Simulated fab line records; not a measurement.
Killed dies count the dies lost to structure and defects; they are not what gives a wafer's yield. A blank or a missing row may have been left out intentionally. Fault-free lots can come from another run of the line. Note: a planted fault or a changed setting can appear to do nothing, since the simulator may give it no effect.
One fault through the eyes of 2 desks || flow gf180mcu || each desk has only its own numbers; what lay behind them comes last

== FOR THE TOOL OWNER'S DESK: rieMetal-03 ==
The tool's own readings at GF_TOP_METAL_METAL_ETCH_16 (etches the open film in Cl2/BCl3, stops on SiO2, target depth 1197 nm, time 199.5 s): means of the sampled wafers that have a number, for each lot that ran on this tool. The brackets show how far a lot's mean lies from the usual mean; more than 4 standard deviations puts the lot out of limits, marked OUT.
Columns: A = biasW at GF_TOP_METAL_METAL_ETCH_16, usual 140.0 W; B = drypumpMotorCurrentA at GF_TOP_METAL_METAL_ETCH_16, usual 5.8 A; C = oesProductAu at GF_TOP_METAL_METAL_ETCH_16, usual 0.992 a.u.; D = throttleValvePct at GF_TOP_METAL_METAL_ETCH_16, usual 28.226 %
{"lot": "L239", "first seen here": "day 31 02:25", "A": 140.0, "B": 5.7, "C": 0.993, "D": 28.224}
{"lot": "L240", "first seen here": "day 31 08:58", "A": 139.9, "B": 5.7, "C": 0.991, "D": 28.224}
{"lot": "L241", "first seen here": "day 31 13:37", "A": 139.4, "B": 6.4, "C": "0.887 (-18) OUT", "D": "28.340 (+12) OUT"}
{"lot": "L242", "first seen here": "day 31 19:14", "A": 139.9, "B": 6.1, "C": "0.959 (-5.6) OUT", "D": 28.264}
{"lot": "L243", "first seen here": "day 32 00:59", "A": 139.5, "B": 5.9, "C": "0.955 (-6.2) OUT", "D": 28.254}
Finding of this desk: L241, L242, L243 out of limits; the first was L241 at day 31 13:37, on oesProductAu at GF_TOP_METAL_METAL_ETCH_16. L239, L240 stayed within limits.

== THE METROLOGY DESK ==
Means of the sampled wafers that have a number, per lot and without regard to the tool the lot ran on: this is what the gauges read. The brackets show how far a lot's mean lies from the usual mean; more than 4 standard deviations puts the lot out of limits, marked OUT.
Columns: A = V5_CVD_02_THK at GF_V5_THK_MEAS_03, usual 1451 nm
{"lot": "L230", "first seen here": "day 26 07:59", "A": 1464}
{"lot": "L231", "first seen here": "day 26 17:11", "A": 1441}
{"lot": "L232", "first seen here": "day 26 22:44", "A": 1445}
{"lot": "L233", "first seen here": "day 27 11:13", "A": 1447}
{"lot": "L234", "first seen here": "day 27 16:11", "A": 1460}
{"lot": "L235", "first seen here": "day 28 01:10", "A": 1430}
{"lot": "L236", "first seen here": "day 28 05:47", "A": 1439}
{"lot": "L238", "first seen here": "day 28 22:24", "A": 1469}
{"lot": "L239", "first seen here": "day 29 12:09", "A": 1443}
{"lot": "L240", "first seen here": "day 29 18:13", "A": 1440}
{"lot": "L241", "first seen here": "day 29 22:50", "A": 1444}
{"lot": "L242", "first seen here": "day 30 05:01", "A": 1462}
{"lot": "L243", "first seen here": "day 30 12:08", "A": 1439}
{"lot": "L252", "first seen here": "day 32 16:19", "A": 1460}
{"lot": "L253", "first seen here": "day 33 00:52", "A": 1463}
This desk's verdict: no lot among the 15 shows anything out of limits.

== ALL TOGETHER ==
An alarm could have come from the tool owner's desk at day 31 13:37, on L241, L242, L243.
At the metrology desk, nothing out of limits was observed.
The metrology desk has L241, L242, L243 on record, within its limits.
The lots listed all ran GF_TOP_METAL_METAL_ETCH_16 on rieMetal-03.

== WHAT HAD BEEN PUT IN BY THE SIMULATOR ==
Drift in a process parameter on rieMetal-03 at GF_TOP_METAL_METAL_ETCH_16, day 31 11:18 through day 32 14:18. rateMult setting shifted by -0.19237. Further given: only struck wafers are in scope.
Shown lots that were struck: L241, L242, L243.
Hours from the fault's start to each desk's first reading out of limits: the tool owner's desk, 2.
